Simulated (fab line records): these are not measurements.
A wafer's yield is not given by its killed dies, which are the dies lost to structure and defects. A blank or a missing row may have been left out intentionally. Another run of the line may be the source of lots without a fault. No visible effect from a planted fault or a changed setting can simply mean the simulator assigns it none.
fab line records	flow sky130
record: lots: 6	wafers: 18	last-day: 50
route steps=708 shown FIELD_ISO@1 PAD_OPEN@708
lots untouched by any fault: they come from a run of this same line in which no faults occurred
start-h: start of the lot's first displayed wafer, in hours after the record's first day	wait-h: hours elapsed since this lot's preceding step	" unchanged from the row above	L1.1+2: a row that stands for several wafers	- either no value or no given start	* or withheld: withheld	< > ~ a bound
route shown NAME@n: a module of which the file shows steps, and the number in the route of the first	usual: average and standard deviation across the fault-free wafers	same: alike in all rows	chamber/n: place in a boat	sites: readings site by site	_std_site: how widely they spread, as a standard deviation	_edge_site: inner sites' mean taken away from outer sites' mean	radius-mm: for every site, how far away it sits from the centre of the wafer	mask NAME#n: copy n	behind: tool/chamber where the wafer was last shaped	hold: why the lot was held/for how many hours/how that ended	device: names the non-switching transistor (n, p or np)	end of line: the route-end tests of the same wafers	a step without rows: its recipe alone	killed: count of dies lost to structure and defects at first sort (not the wafer's yield)	map: dies across one wafer; x = killed, . = not, _ = none there
set.NAME: the setting the step ran with; set.NAME@STEP: the setting that earlier step ran with	model.NAME: the simulator's own value behind a step, which no gauge read
lots at selected steps of the route; one table per step, one row per wafer
services: when a tool's chamber went out of use (start-h, in hours from the record's first day, below 0 if earlier), for how many hours, and the reason
== steps ==
step: SKY_FIELD_ISO_BOW_MEAS_00
recipe: mode: bow
usual: INCOMING_BOW: 0/6.7
lot.wafer	tool	chamber	start-h	wait-h	INCOMING_BOW[um]
L762.2	film-metro-01	-	15.02	-	-12
L762.5	"	-	"	"	-2
L762.6	"	-	"	"	0
L770.2	film-metro-01	-	55.02	-	12
L770.4	"	-	"	"	-11
L770.6	"	-	"	"	-2
L771.3	film-metro-01	-	60.04	-	-7
L771.4	"	-	"	"	-7
L771.5	"	-	"	"	-3
L778.2	film-metro-02	-	95.02	-	-5
L778.4	"	-	"	"	-11
L778.6	"	-	"	"	4
L780.1	film-metro-01	-	105.00	-	-3
L780.4	"	-	"	"	1
L780.5	"	-	"	"	6
L784.1	film-metro-01	-	125.00	-	2
L784.5	"	-	"	"	-5
L784.6	"	-	"	"	2
step: SKY_FIELD_ISO_OXIDATION_01
recipe: temp-c: 900	ambient: O2	stabilise-s: 600	purge-s: 300	target-thk-a: 120	ox-time-s: 1843
step: SKY_FIELD_ISO_THK_MEAS_02
recipe: reads: SiO2_of_FIELD_ISO_OXIDATION_01
usual: FIELD_ISO_OXIDATION_00_THK: 12.03/0.23
lot.wafer	tool	chamber	start-h	wait-h	FIELD_ISO_OXIDATION_00_THK[nm]
L762.2	film-metro-02	-	16.67	0.0	11.97
L762.5	"	-	"	"	12.00
L762.6	"	-	"	"	12.03
L770.2	film-metro-01	-	56.64	0.0	11.75
L770.4	"	-	"	"	11.62
L770.6	"	-	"	"	11.98
L771.3	film-metro-01	-	62.23	0.0	11.89
L771.4	"	-	"	"	11.89
L771.5	"	-	"	"	12.02
L778.2	film-metro-01	-	97.02	0.0	12.06
L778.4	"	-	"	"	12.16
L778.6	"	-	"	"	12.31
L780.1	film-metro-02	-	106.63	0.0	12.08
L780.4	"	-	"	"	12.18
L780.5	"	-	"	"	12.17
L784.1	film-metro-02	-	126.63	0.0	12.01
L784.5	"	-	"	"	12.16
L784.6	"	-	"	"	12.31
step: SKY_FIELD_ISO_CVD_03
recipe: material: Si3N4	precursor: DCS/NH3	target-thk-nm: 165	temp-c: 770	time-s: 2830	pressure-mtorr: 250
usual: pressure-mtorr: 250.0/0.47	spike-tc-bottom-C: 790.8/2
lot.wafer	tool	chamber	start-h	wait-h	pressure-mtorr	spike-tc-bottom-C
L762.2	lpcvd-02	1	17.57	0.9	249.8	793.4
L762.5	"	1	"	"	250.7	792.2
L762.6	"	1	"	"	250.0	791.6
L770.2	lpcvd-02	1	56.69	0.0	-	-
L770.4	"	1	"	"	-	-
L770.6	"	1	"	"	-	-
L771.3	lpcvd-02	1	62.27	0.0	-	-
L771.4	"	1	"	"	-	-
L771.5	"	1	"	"	-	-
L778.2	lpcvd-02	0	99.05	2.0	249.6	790.3
L778.4	"	0	"	"	249.9	790.4
L778.6	"	0	"	"	248.9	789.8
L780.1	lpcvd-02	1	107.29	0.7	250.4	794.0
L780.4	"	1	"	"	250.2	793.4
L780.5	"	1	"	"	249.8	791.6
L784.1	lpcvd-02	0	126.69	0.1	250.0	787.9
L784.5	"	0	"	"	250.1	788.1
L784.6	"	0	"	"	249.7	787.4
step: SKY_FIELD_ISO_DEHYDRATE_05
recipe: temp-c: 200	time-s: 60
step: SKY_FIELD_ISO_HMDS_06
recipe: prime-time-s: 60	prime-temp-c: 120
step: SKY_FIELD_ISO_COAT_07
recipe: resist: BARC	temp-c: withheld	time-s: withheld	spin-rpm: 3000	resist-thk-nm: 60
step: SKY_FIELD_ISO_COAT_08
recipe: resist: KrF-thick	spin-rpm: 3000	resist-thk-nm: 450
step: SKY_FIELD_ISO_SOFTBAKE_09
recipe: temp-c: 100	time-s: 90	resist: KrF-thick
step: SKY_FIELD_ISO_EXPOSE_10
recipe: mask-id: FOM	na: 0.68	source-shape: annular	sigma-inner: 0.4	sigma-outer: 0.8	target-cd-nm: 150	dose-mj: 28
step: SKY_FIELD_ISO_PEB_11
recipe: peb-temp-c: withheld	peb-time-s: withheld	resist: KrF-thick
step: SKY_FIELD_ISO_DEVELOP_12
recipe: develop-time-s: 60	resist: KrF-thick	dev-temp-c: 21
step: SKY_FIELD_ISO_CD_MEAS_13
recipe: target-cd-nm: 150
usual: cd-nm: 149.8/1.3
lot.wafer	tool	chamber	start-h	wait-h	cd-nm
L762.2	cd-sem-02	-	34.29	-	150.0
L762.5	"	-	"	"	150.8
L762.6	"	-	"	"	149.1
L770.2	cd-sem-02	-	75.35	-	150.3
L770.4	"	-	"	"	151.5
L770.6	"	-	"	"	150.1
L771.3	cd-sem-01	-	80.40	-	150.6
L771.4	"	-	"	"	147.8
L771.5	"	-	"	"	150.1
L778.2	cd-sem-01	-	119.43	-	149.4
L778.4	"	-	"	"	150.0
L778.6	"	-	"	"	149.0
L780.1	cd-sem-02	-	127.73	-	149.9
L780.4	"	-	"	"	150.8
L780.5	"	-	"	"	149.4
L784.1	cd-sem-01	-	148.16	-	149.7
L784.5	"	-	"	"	149.2
L784.6	"	-	"	"	148.6
step: SKY_FIELD_ISO_ETCH_14
recipe: chemistry: N2/H2	target: BARC	ion-energy-ev: 200	source-w: 500	bias-w: 100	pressure-mtorr: 30	n2-flow-sccm: 100	h2-flow-sccm: 200	stop-on: SiO2	time-s: 45.9	target-depth-a: 600
usual: drypump-motor-current-A: 5.7/0.47	n2-flow-sccm: 99.99/0.29	oes-product-au: 0.855/0.0049	throttle-valve-pct: 13.225/0.0083
lot.wafer	tool	chamber	start-h	wait-h	drypump-motor-current-A	n2-flow-sccm	oes-product-au	rf-hours-counter-h	throttle-valve-pct
L762.2	rie-diel-01	3	34.39	0.1	6.0	99.99	0.852	1	13.232
L762.5	"	0	"	"	5.9	99.92	0.850	-	13.236
L762.6	"	3	"	"	6.1	100.19	0.852	-	13.223
L770.2	rie-diel-04	1	75.45	0.1	5.4	99.90	0.857	128	13.232
L770.4	"	0	"	"	5.1	100.34	0.856	72	13.224
L770.6	"	0	"	"	5.1	99.99	0.850	-	13.213
L771.3	rie-diel-01	0	80.48	0.1	5.9	100.13	0.856	5	13.228
L771.4	"	1	"	"	5.2	99.90	0.855	3	13.233
L771.5	"	0	"	"	5.9	100.49	0.853	-	13.225
L778.2	rie-diel-01	0	119.53	0.1	5.9	99.97	0.858	5	13.225
L778.4	"	1	"	"	5.2	99.47	0.852	3	13.227
L778.6	"	1	"	"	5.2	99.96	0.860	-	13.228
L780.1	rie-diel-04	0	127.85	0.1	5.1	100.25	0.857	73	13.213
L780.4	"	0	"	"	5.1	99.90	0.851	-	13.231
L780.5	"	3	"	"	6.2	100.08	0.853	-	13.238
L784.1	rie-diel-04	1	148.28	0.1	5.4	100.18	0.855	130	13.229
L784.5	"	0	"	"	5.1	100.06	0.852	-	13.224
L784.6	"	3	"	"	6.3	100.70	0.851	-	13.223
step: SKY_FIELD_ISO_ETCH_15
recipe: chemistry: CHF3/O2	target-depth-nm: 180	stop-on: Si	source-w: 600	bias-w: 200	pressure-mtorr: 40	chf3-flow-sccm: 50	O2_flow_sccm: 5	time-s: 72
usual: drypump-motor-current-A: 5.6/0.47	oes-product-au: 0.945/0.0072	throttle-valve-pct: 8.843/0.0096
lot.wafer	tool	chamber	start-h	wait-h	drypump-motor-current-A	oes-product-au	rf-hours-counter-h	throttle-valve-pct	model.etch.depth-nm
L762.2	rie-diel-01	3	34.44	0.0	6.0	0.943	1	8.853	164.6
L762.5	"	0	"	"	5.9	0.946	-	8.839	164.1
L762.6	"	3	"	"	6.0	0.951	-	8.862	165.1
L770.2	rie-diel-04	1	75.49	0.0	5.4	0.976	128	8.863	179.3
L770.4	"	0	"	"	5.1	0.994	72	8.851	180
L770.6	"	0	"	"	5.1	1.005	-	8.849	180
L771.3	rie-diel-01	0	80.52	0.0	5.9	0.984	5	8.864	178.5
L771.4	"	1	"	"	5.2	0.994	3	8.858	180
L771.5	"	0	"	"	5.9	0.989	-	8.842	179.6
L778.2	rie-diel-01	0	119.57	0.0	5.9	0.950	5	8.833	166.6
L778.4	"	1	"	"	5.2	0.942	3	8.842	165.5
L778.6	"	1	"	"	5.2	0.951	-	8.842	165.6
L780.1	rie-diel-04	0	127.89	0.0	5.1	0.941	73	8.829	163.8
L780.4	"	0	"	"	5.1	0.937	-	8.834	162.7
L780.5	"	3	"	"	6.3	0.940	-	8.874	163.4
L784.1	rie-diel-04	1	148.32	0.0	5.4	0.941	130	8.854	165.3
L784.5	"	0	"	"	5.1	0.945	-	8.840	166.4
L784.6	"	3	"	"	6.3	0.955	-	8.847	165.9
step: SKY_FIELD_ISO_STRIP_16
recipe: chemistry: O2/N2	power-w: 1400	pressure-mtorr: 1500	platen-temp-c: withheld	o2-flow-sccm: 3000	n2-flow-sccm: 300	overash-fraction: 0.5
usual: drypump-motor-current-A: 5.6/0.4	n2-flow-sccm: 300.2/0.93	oes-product-au: 0.378/0.0047	strip-time-to-endpoint-s: 3.54/0.036
lot.wafer	tool	chamber	start-h	wait-h	drypump-motor-current-A	n2-flow-sccm	oes-product-au	rf-hours-counter-h	strip-time-to-endpoint-s
L762.2	plasma-asher-02	0	34.49	0.0	6.3	300.3	0.380	34	3.53
L762.5	"	1	"	"	5.6	299.3	0.380	-	3.53
L762.6	"	0	"	"	6.3	300.2	0.385	-	3.55
L770.2	plasma-asher-03	0	75.55	0.0	5.5	300.4	0.382	25	3.53
L770.4	"	1	"	"	5.4	300.7	0.378	-	3.47
L770.6	"	0	"	"	5.5	299.5	0.375	-	3.46
L771.3	plasma-asher-03	1	80.61	0.1	5.3	300.9	0.384	-	3.58
L771.4	"	0	"	"	5.5	300.4	0.375	-	3.50
L771.5	"	0	"	"	5.5	300.9	0.376	-	3.56
L778.2	plasma-asher-01	1	119.63	0.0	5.1	300.6	0.382	45	3.52
L778.4	"	0	"	"	4.9	299.7	0.382	-	3.55
L778.6	"	1	"	"	5.1	298.9	0.369	-	3.50
L780.1	plasma-asher-02	1	127.94	0.0	5.6	298.5	0.367	41	3.51
L780.4	"	1	"	"	5.5	298.6	0.384	-	3.52
L780.5	"	1	"	"	5.6	299.5	0.371	-	3.51
L784.1	plasma-asher-02	1	148.38	0.0	5.6	299.8	0.385	42	3.57
L784.5	"	1	"	"	5.6	299.6	0.382	-	3.53
L784.6	"	0	"	"	6.2	300.6	0.385	-	3.54
step: SKY_FIELD_ISO_ETCH_17
recipe: target-depth-a: 3420	mask-material: Si3N4	chemistry: HBr/Cl2/O2	target: Si	taper-deg: 5	icp-w: 600	bias-w: 150	pressure-mtorr: 15	HBr_flow_sccm: 150	Cl2_flow_sccm: 40	O2_flow_sccm: 6	time-s: 97.7
usual: HBr_flow_sccm: 150.1/0.46	drypump-motor-current-A: 5.9/0.34	he-backside-leak-sccm: 2.79/0.29	oes-product-au: 1.000/0.013	throttle-valve-pct: 25.656/0.012
lot.wafer	tool	chamber	start-h	wait-h	HBr_flow_sccm	drypump-motor-current-A	he-backside-leak-sccm	oes-product-au	rf-hours-counter-h	throttle-valve-pct
L762.2	rie-si-01	0	34.59	0.1	149.5	5.8	2.69	1.000	2	25.660
L762.5	"	0	"	"	150.4	5.8	2.68	1.002	-	25.658
L762.6	"	3	"	"	150.5	5.4	2.80	1.012	-	25.662
L770.2	rie-si-02	3	75.65	0.1	149.7	5.4	2.67	1.005	20	25.672
L770.4	"	1	"	"	149.4	6.2	2.52	0.979	99	25.702
L770.6	"	0	"	"	150.5	6.1	3.00	1.001	-	25.655
L771.3	rie-si-01	2	80.68	0.0	149.4	6.0	2.53	0.996	28	25.642
L771.4	"	3	"	"	149.7	5.4	2.83	1.013	2	25.647
L771.5	"	3	"	"	150.6	5.4	2.72	1.024	-	25.635
L778.2	rie-si-02	0	119.73	0.1	150.5	6.1	2.80	0.987	2	25.658
L778.4	"	2	"	"	149.9	6.4	3.00	1.009	3	25.651
L778.6	"	0	"	"	150.4	6.1	2.89	1.000	-	25.676
L780.1	rie-si-02	0	128.04	0.1	150.2	6.1	3.12	0.989	2	25.646
L780.4	"	3	"	"	150.2	5.4	2.53	1.003	21	25.651
L780.5	"	3	"	"	150.9	5.4	2.58	1.000	-	25.664
L784.1	rie-si-01	2	148.48	0.1	150.1	5.9	2.74	1.013	29	25.661
L784.5	"	0	"	"	149.7	5.9	2.67	0.993	-	25.646
L784.6	"	1	"	"	149.7	5.6	2.72	1.016	-	25.639
step: SKY_FIELD_ISO_WET_ETCH_18
recipe: chemistry: H3PO4	target-depth-nm: 25	temp-c: 160	target: Si3N4	time-s: 286
step: SKY_FIELD_ISO_CLEAN_19
recipe: chemistry: SC1/SC2	mix: 1:4:20	temp-c: 70	time-s: 150
step: SKY_FIELD_ISO_CLEAN_20
recipe: chemistry: dHF	time-s: 20	dilution: 100:1
step: SKY_FIELD_ISO_WET_ETCH_21
recipe: chemistry: dHF	dilution: 100:1	target-depth-nm: 20	dry: ipa-marangoni	target: SiO2	temp-c: 25	time-s: 400
step: SKY_FIELD_ISO_OXIDATION_22
recipe: temp-c: 950	ambient: O2	stabilise-s: 600	purge-s: 300	target-thk-a: 100	ox-time-s: 623
lot.wafer	tool	chamber	start-h	wait-h	model.SiO2_of_FIELD_ISO_OXIDATION_01.thk-nm
L762.2	furnace-02	0	36.76	1.8	11.94
L762.5+6	"	0	"	"	12
L770.2	furnace-02	0	76.63	0.6	10.12
L770.4	"	0	"	"	10.29
L770.6	"	0	"	"	10.24
L771.3	furnace-02	0	82.42	1.4	10.33
L771.4	"	0	"	"	10.5
L771.5	"	0	"	"	10.51
L778.2	furnace-02	0	120.50	0.4	12.03
L778.4	"	0	"	"	12.15
L778.6	"	0	"	"	12.27
L780.1	furnace-02	0	128.43	0.0	12.1
L780.4	"	0	"	"	12.22
L780.5	"	0	"	"	12.17
L784.1	furnace-01	0	150.34	1.5	12.02
L784.5	"	0	"	"	12.2
L784.6	"	0	"	"	12.26
step: SKY_FIELD_ISO_THK_MEAS_23
recipe: reads: SiO2_of_FIELD_ISO_OXIDATION_22
usual: FIELD_ISO_OXIDATION_01_THK: 10.07/0.19
lot.wafer	tool	chamber	start-h	wait-h	FIELD_ISO_OXIDATION_01_THK[nm]
L762.2	film-metro-03	-	37.98	0.0	10.01
L762.5	"	-	"	"	9.85
L762.6	"	-	"	"	10.00
L770.2	film-metro-02	-	77.81	0.0	-
L770.4	"	-	"	"	-
L770.6	"	-	"	"	-
L771.3	film-metro-01	-	83.61	0.0	-
L771.4	"	-	"	"	-
L771.5	"	-	"	"	-
L778.2	film-metro-02	-	121.68	0.0	9.96
L778.4	"	-	"	"	9.83
L778.6	"	-	"	"	9.89
L780.1	film-metro-01	-	129.60	0.0	10.03
L780.4	"	-	"	"	9.88
L780.5	"	-	"	"	10.03
L784.1	film-metro-02	-	151.51	0.0	9.96
L784.5	"	-	"	"	10.07
L784.6	"	-	"	"	10.04
step: SKY_FIELD_ISO_CVD_24
recipe: material: SiO2	target-thk-nm: 595	temp-c: 650	sigma-open-frac: 0.3	time-s: 99.2	sih4-flow-sccm: 60	pressure-mtorr: 6
step: SKY_FIELD_ISO_ANNEAL_26
recipe: temp-c: 1000	time-s: 1800	ambient: N2
step: SKY_FIELD_ISO_CMP_27
recipe: stop-on: Si3N4	t-overpolish-s: 16	down-force-psi: 4	platen-rpm: 60	target-thk-nm: 457.8	pad-velocity-m-s: 0.94248
usual: motor-current-A: 12.1/1
lot.wafer	tool	chamber	start-h	wait-h	motor-current-A
L762.2	cmp-02	0	40.88	0.1	14.2
L762.6	"	2	"	"	11.6
L762.5	"	3	"	"	10.9
L770.2	cmp-01	3	79.50	0.0	12.0
L770.4	"	2	"	"	13.1
L770.6	"	3	"	"	11.8
L771.4	cmp-01	1	85.33	0.1	11.5
L771.3	"	3	"	"	11.8
L771.5	"	0	"	"	12.2
L778.4	cmp-02	2	124.49	0.0	12.0
L778.2	"	1	"	"	11.9
L778.6	"	2	"	"	11.9
L780.4	cmp-02	3	131.29	0.0	10.9
L780.1	"	2	"	"	11.9
L780.5	"	3	"	"	10.8
L784.1	cmp-01	1	154.22	0.0	11.8
L784.5	"	1	"	"	12.0
L784.6	"	2	"	"	12.9
step: SKY_FIELD_ISO_WET_ETCH_28
recipe: chemistry: dHF	target-depth-nm: 23.7	target: SiO2	dilution: 10:1	temp-c: 25	time-s: 47
step: SKY_FIELD_ISO_WET_ETCH_29
recipe: chemistry: H3PO4	target-depth-nm: 160	target: Si3N4	temp-c: 160	time-s: 1825
lot.wafer	tool	chamber	start-h	wait-h	model.SiO2_of_FIELD_ISO_OXIDATION_01.thk-nm
L762.2	wet-bench-01	0	41.10	0.0	11.63
L762.5	"	0	"	"	11.68
L762.6	"	0	"	"	11.69
L770.2	wet-bench-02	2	79.82	0.0	9.794
L770.4	"	2	"	"	9.967
L770.6	"	2	"	"	9.915
L771.3	wet-bench-01	2	85.60	0.0	10.01
L771.4	"	2	"	"	10.18
L771.5	"	2	"	"	10.2
L778.2	wet-bench-01	3	124.81	0.0	11.72
L778.4	"	3	"	"	11.84
L778.6	"	3	"	"	11.95
L780.1	wet-bench-02	2	131.61	0.0	11.78
L780.4	"	2	"	"	11.9
L780.5	"	2	"	"	11.85
L784.1	wet-bench-01	0	154.54	0.0	11.69
L784.5	"	0	"	"	11.87
L784.6	"	0	"	"	11.93
step: SKY_FIELD_ISO_WET_ETCH_30
recipe: chemistry: dHF	target-depth-nm: 25	target: SiO2	dilution: 10:1	temp-c: 25	time-s: 50
step: SKY_PAD_OPEN_PROBE_99
usual: killed_at_M0_to_M3: 43/7.1	killed_at_M4_up: 3.1/1.7	killed-at-contacts: 23/5.1	killed-at-front-end: 14/4.4	killed-at-other: 0.3/0.47	killed-dies: 84/9.9	killed-on-rim: 16/3.8	killed-open: 45/6.6	killed-short: 38/6.8
same: gross-dies: 492	killed-at-back-side: 0
lot.wafer	tool	chamber	start-h	wait-h	killed_at_M0_to_M3	killed_at_M4_up	killed-at-contacts	killed-at-front-end	killed-at-other	killed-dies	killed-on-rim	killed-open	killed-short
L770.2	prober-02	-	1131.57	0.1	53	1	21	417	0	492	96	42	41
L770.4	prober-02	-	1131.67	0.2	39	2	28	423	0	492	96	46	34
L770.6	prober-02	-	1131.77	0.2	40	2	22	428	0	492	96	39	33
L771.3	prober-01	-	1138.53	0.2	47	4	21	420	0	492	96	53	33
L771.4	prober-01	-	1138.58	0.2	46	4	24	418	0	492	96	47	39
L771.5	prober-01	-	1138.63	0.2	49	1	24	418	0	492	96	47	35
L778.2	prober-01	-	1178.23	0.1	43	1	24	7	0	75	19	43	32
L778.4	prober-01	-	1178.33	0.2	64	3	19	17	0	103	22	53	50
L778.6	prober-01	-	1178.43	0.2	44	2	29	19	1	95	18	39	56
L780.1	prober-02	-	1179.59	0.1	43	5	31	9	1	89	21	50	39
L780.4	prober-02	-	1179.74	0.2	41	4	21	8	0	74	12	46	28
L780.5	prober-02	-	1179.79	0.2	30	2	21	10	0	63	9	42	21
killed by level:class
L770.2 FIELD_ISO:area-cvd=409 VIA1:geometric-particle:open=15 VIA1:geometric-particle:short=9 CONTACT:geometric-particle:open=8 CONTACT:geometric-particle:short=7 VIA2:geometric-particle:open=7 METAL2:geometric-particle:short=6 VIA3:geometric-particle:open=4
L770.4 FIELD_ISO:area-cvd=412 CONTACT:geometric-particle:open=10 VIA1:geometric-particle:open=9 VIA2:geometric-particle:open=7 LI_CONTACT:geometric-particle:open=6 LOCAL_INTERCONNECT:geometric-particle:short=5 CONTACT:geometric-particle:short=5 FIELD_ISO:geometric-particle:open=4
L770.6 FIELD_ISO:area-cvd=420 VIA3:geometric-particle:open=9 CONTACT:geometric-particle:open=8 VIA1:geometric-particle:open=6 METAL1:geometric-particle:short=6 VIA2:geometric-particle:open=6 LOCAL_INTERCONNECT:geometric-particle:short=5 VIA1:geometric-particle:short=5
L771.3 FIELD_ISO:area-cvd=406 VIA2:geometric-particle:open=11 CONTACT:geometric-particle:open=10 VIA1:geometric-particle:open=10 VIA3:geometric-particle:open=6 METAL1:geometric-particle:short=6 POLY_GATE:geometric-particle:short=4 LI_CONTACT:geometric-particle:open=4
L771.4 FIELD_ISO:area-cvd=406 VIA1:geometric-particle:open=10 CONTACT:geometric-particle:open=8 METAL1:geometric-particle:short=7 METAL2:geometric-particle:short=6 LI_CONTACT:geometric-particle:open=5 VIA2:geometric-particle:open=5 VIA3:geometric-particle:open=5
L771.5 FIELD_ISO:area-cvd=410 VIA1:geometric-particle:open=13 LI_CONTACT:geometric-particle:open=10 METAL1:geometric-particle:short=7 VIA3:geometric-particle:open=6 VIA2:geometric-particle:open=6 LI_CONTACT:geometric-particle:short=5 CONTACT:geometric-particle:open=5
L778.2 VIA3:geometric-particle:open=9 CONTACT:geometric-particle:open=9 LI_CONTACT:geometric-particle:open=6 VIA1:geometric-particle:open=6 METAL3:geometric-particle:short=6 CONTACT:geometric-particle:short=5 METAL2:geometric-particle:short=5 VIA2:geometric-particle:open=5
L778.4 VIA1:geometric-particle:open=18 VIA2:geometric-particle:open=9 LOCAL_INTERCONNECT:geometric-particle:short=7 METAL2:geometric-particle:short=7 VIA3:geometric-particle:open=6 CONTACT:geometric-particle:open=5 VIA1:geometric-particle:short=5 METAL3:geometric-particle:short=5
L778.6 LOCAL_INTERCONNECT:geometric-particle:short=12 FIELD_ISO:geometric-particle:short=8 CONTACT:geometric-particle:open=8 METAL2:geometric-particle:short=7 VIA3:geometric-particle:short=7 VIA3:geometric-particle:open=7 VIA1:geometric-particle:open=6 LI_CONTACT:geometric-particle:open=4
L780.1 CONTACT:geometric-particle:open=13 VIA1:geometric-particle:open=13 VIA1:geometric-particle:short=11 LI_CONTACT:geometric-particle:open=8 METAL1:geometric-particle:short=5 CONTACT:geometric-particle:short=5 VIA2:geometric-particle:open=4 METAL3:geometric-particle:short=4
L780.4 VIA1:geometric-particle:open=19 CONTACT:geometric-particle:open=9 VIA3:geometric-particle:open=5 LI_CONTACT:geometric-particle:open=5 CONTACT:geometric-particle:short=5 METAL1:geometric-particle:short=4 FIELD_ISO:geometric-particle:short=3 VIA1:geometric-particle:short=3
L780.5 VIA1:geometric-particle:open=10 LI_CONTACT:geometric-particle:open=9 CONTACT:geometric-particle:open=5 VIA3:geometric-particle:open=5 CONTACT:geometric-particle:short=4 VIA2:geometric-particle:open=4 SPACER:geometric-particle:open=3 METAL2:geometric-particle:short=3
map L770.2 (x killed, . not)
__________xxxxxxxxxx_________
________xxxxxxxxxxxxxx_______
______xxxxxxxxxxxxxxxxxx_____
_____xxxxxxxxxxxxxxxxxxxx____
____xxxxxxxxxxxxxxxxxxxxxx___
___xxxxxxxxxxxxxxxxxxxxxxxx__
__xxxxxxxxxxxxxxxxxxxxxxxxxx_
_xxxxxxxxxxxxxxxxxxxxxxxxxxxx
_xxxxxxxxxxxxxxxxxxxxxxxxxxxx
_xxxxxxxxxxxxxxxxxxxxxxxxxxxx
_xxxxxxxxxxxxxxxxxxxxxxxxxxxx
_xxxxxxxxxxxxxxxxxxxxxxxxxxxx
_xxxxxxxxxxxxxxxxxxxxxxxxxxxx
_xxxxxxxxxxxxxxxxxxxxxxxxxxxx
_xxxxxxxxxxxxxxxxxxxxxxxxxxxx
__xxxxxxxxxxxxxxxxxxxxxxxxxx_
___xxxxxxxxxxxxxxxxxxxxxxxx__
____xxxxxxxxxxxxxxxxxxxxxx___
_____xxxxxxxxxxxxxxxxxxxx____
______xxxxxxxxxxxxxxxxxx_____
________xxxxxxxxxxxxxx_______
__________xxxxxxxxxx_________
map L771.3 (x killed, . not)
__________xxxxxxxxxx_________
________xxxxxxxxxxxxxx_______
______xxxxxxxxxxxxxxxxxx_____
_____xxxxxxxxxxxxxxxxxxxx____
____xxxxxxxxxxxxxxxxxxxxxx___
___xxxxxxxxxxxxxxxxxxxxxxxx__
__xxxxxxxxxxxxxxxxxxxxxxxxxx_
_xxxxxxxxxxxxxxxxxxxxxxxxxxxx
_xxxxxxxxxxxxxxxxxxxxxxxxxxxx
_xxxxxxxxxxxxxxxxxxxxxxxxxxxx
_xxxxxxxxxxxxxxxxxxxxxxxxxxxx
_xxxxxxxxxxxxxxxxxxxxxxxxxxxx
_xxxxxxxxxxxxxxxxxxxxxxxxxxxx
_xxxxxxxxxxxxxxxxxxxxxxxxxxxx
_xxxxxxxxxxxxxxxxxxxxxxxxxxxx
__xxxxxxxxxxxxxxxxxxxxxxxxxx_
___xxxxxxxxxxxxxxxxxxxxxxxx__
____xxxxxxxxxxxxxxxxxxxxxx___
_____xxxxxxxxxxxxxxxxxxxx____
______xxxxxxxxxxxxxxxxxx_____
________xxxxxxxxxxxxxx_______
__________xxxxxxxxxx_________
== services ==
tool	chamber	start-h	hours	kind
wet-bench-01	-	1.66	1.9	pm
rie-diel-04	-	5.97	0.7	repair
cmp-01	-	13.03	0.4	repair
plasma-asher-03	-	24.79	2.8	pm
cmp-02	-	29.02	3.8	pm
cmp-01	-	64.00	4.0	pm
plasma-asher-02	-	71.87	6.2	repair
rie-diel-01	1	72.07	8.2	repair
plasma-asher-01	-	74.16	14.6	pm
plasma-asher-02	-	77.54	21.4	repair
rie-diel-01	-	78.16	1.2	repair
rie-diel-01	3	87.51	5.5	repair
furnace-02	-	89.81	3.1	pm
cmp-01	-	89.87	17.0	pm
furnace-01	-	97.66	3.4	pm
cmp-02	-	108.21	0.3	repair
rie-si-02	-	117.84	0.9	repair
rie-diel-04	0	118.79	7.1	repair
cmp-02	-	119.47	1.0	repair
rie-diel-04	2	125.93	-	clean
furnace-02	-	135.44	3.2	pm
furnace-02	-	138.62	4.3	pm
cmp-01	-	147.91	1.3	repair
cmp-01	-	150.96	2.1	repair
== key ==
first-sign: step: SKY_FIELD_ISO_CVD_03	reading: tool-record	direction: missing
effect: step: SKY_FIELD_ISO_ETCH_15	reading: oes-product-au	direction: up	sigmas: 6.3	usual: 0.945	struck: 0.990
effect: step: SKY_FIELD_ISO_THK_MEAS_23	reading: FIELD_ISO_OXIDATION_01_THK	direction: missing
effect: step: SKY_PAD_OPEN_PROBE_99	reading: killed-at-front-end	direction: up	sigmas: 93	usual: 14	struck: 421
model-effect: step: SKY_FIELD_ISO_ETCH_15	value: etch.depth-nm	without: 164.2	struck: 179.6
model-effect: step: SKY_FIELD_ISO_OXIDATION_22	value: SiO2_of_FIELD_ISO_OXIDATION_01.thk-nm	without: 11.89	struck: 10.33
model-effect: step: SKY_FIELD_ISO_WET_ETCH_29	value: SiO2_of_FIELD_ISO_OXIDATION_01.thk-nm	without: 11.57	struck: 10.01
more-kills-born-at: SKY_FIELD_ISO_CVD_03@lpcvd-02: 2461
met-at SKY_FIELD_ISO_CVD_03
struck-wafers L770.2,L770.4,L770.6,L771.3,L771.4,L771.5
later-rows-left-out L770.2,L770.4,L770.6,L771.3,L771.4,L771.5
tester-left-out L770,L771
onset-between 17.57 56.69
fault: kind: skipped-step-whole	tool: lpcvd-02	chamber: -	onset-h: 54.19	steps: SKY_FIELD_ISO_CVD_03	scope: struck-lots-only
tester-left-out: of these lots the tester's yield and bins aren't shown, on N5 and GAA mostly nor the transistor test; their killed dies are dies lost to structure and defects alone, not to doping, threshold or leakage, so they don't give the yield
later-rows-left-out: the simulator's readings of these wafers behind a module that went badly wrong aren't trusted and aren't shown, but for the sort
